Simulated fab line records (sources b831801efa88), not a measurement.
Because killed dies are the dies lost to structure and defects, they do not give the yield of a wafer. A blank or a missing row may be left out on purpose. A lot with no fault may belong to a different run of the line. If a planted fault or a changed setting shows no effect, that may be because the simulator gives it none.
Code-filled problem report in 8D (eight disciplines) form -- flow sky130 -- the parts of the form that need people (team, actions taken, sign-off) are left out

## 1. WHAT WENT WRONG
cathode-dc-power-W at SKY_METAL2_SPUTTER_01 reads a mean of 7090.4 W on 6 wafers of 2 lots; wafers without a fault read 6499.9 W with a standard deviation of 1.1. So: +99 or more standard deviations from the usual mean.
The step: material TiN, target thk 20 nm, time 16.7 s.
First seen on wafer L748.1, day 35 21:09, on pvd-sputter-03. The record has a number at this step for 18 wafers belonging to 6 lots. The rule behind "out" and "out of limits": a value lying over 4 standard deviations away from the usual mean. The rest of the wafers with a number are treated as sound.

## 2. WHAT IT IS; WHAT IT IS NOT
question,is,is not
which readings at this step,cathode-dc-power-W,throttle-valve-pct
which lots,"L748, L751","L745, L758, L762, L763"
which wafers of those lots,all that have a number,-
read on which tools,pvd-sputter-03,pvd-sputter-01
when,from day 35 21:09,"up to then (3 sound wafers); but 9 sound wafers of L758, L762, L763 came after"

## 3. SUSPECTS, AND WHAT RULES EACH OUT
Counting: a tool stays on the suspect list if, at a process step up to the reading, it processed all lots that are out and no sound lot following the first of them.
- cmp-01 at SKY_VIA1_CMP_24 (polishes, stops on SiO2, t overpolish 15 s, target thk 0 nm): ruled out as a lasting fault. Sound lots L758, L762 ran on it after its first lot that is out, L748 (day 35 20:50).
- pvd-sputter-03 at SKY_METAL2_SPUTTER_01 (material TiN, target thk 20 nm, time 16.7 s): ruled out as a lasting fault. Sound lots L762, L763 ran on it after its first lot that is out, L748 (day 35 21:09).
Left after counting: nothing in the record.

## 4. THE CAUSE (what the simulator had put in)
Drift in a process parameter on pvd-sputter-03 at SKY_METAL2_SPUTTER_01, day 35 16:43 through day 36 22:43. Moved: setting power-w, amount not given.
Counting ruled it out, wrongly.

## 5. THE EFFECT CHAIN, in route order
Each row: a reading whose mean over the struck wafers that have a number lies more than 3 standard deviations from the usual. Readings are gone through only where the record gives a usual standard deviation; hours: the median, over the lots, of the time from a lot's start at the first step in this table giving one to that lot's start at this step; sigmas: the change measured in usual standard deviations.
hours,step,reading,usual,on struck wafers,change,sigmas
0,SKY_METAL2_SPUTTER_01,cathode-dc-power-W,6499.9 W,7090.4,+590.5,+99 or more
Its process steps:
- SKY_METAL2_SPUTTER_01: material TiN, target thk 20 nm, time 16.7 s.

## 6. HOW IT WOULD HAVE BEEN CAUGHT EARLIER
First out-of-limits reading in this record: day 35 21:09, which is 4 hours after fault onset at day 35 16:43.
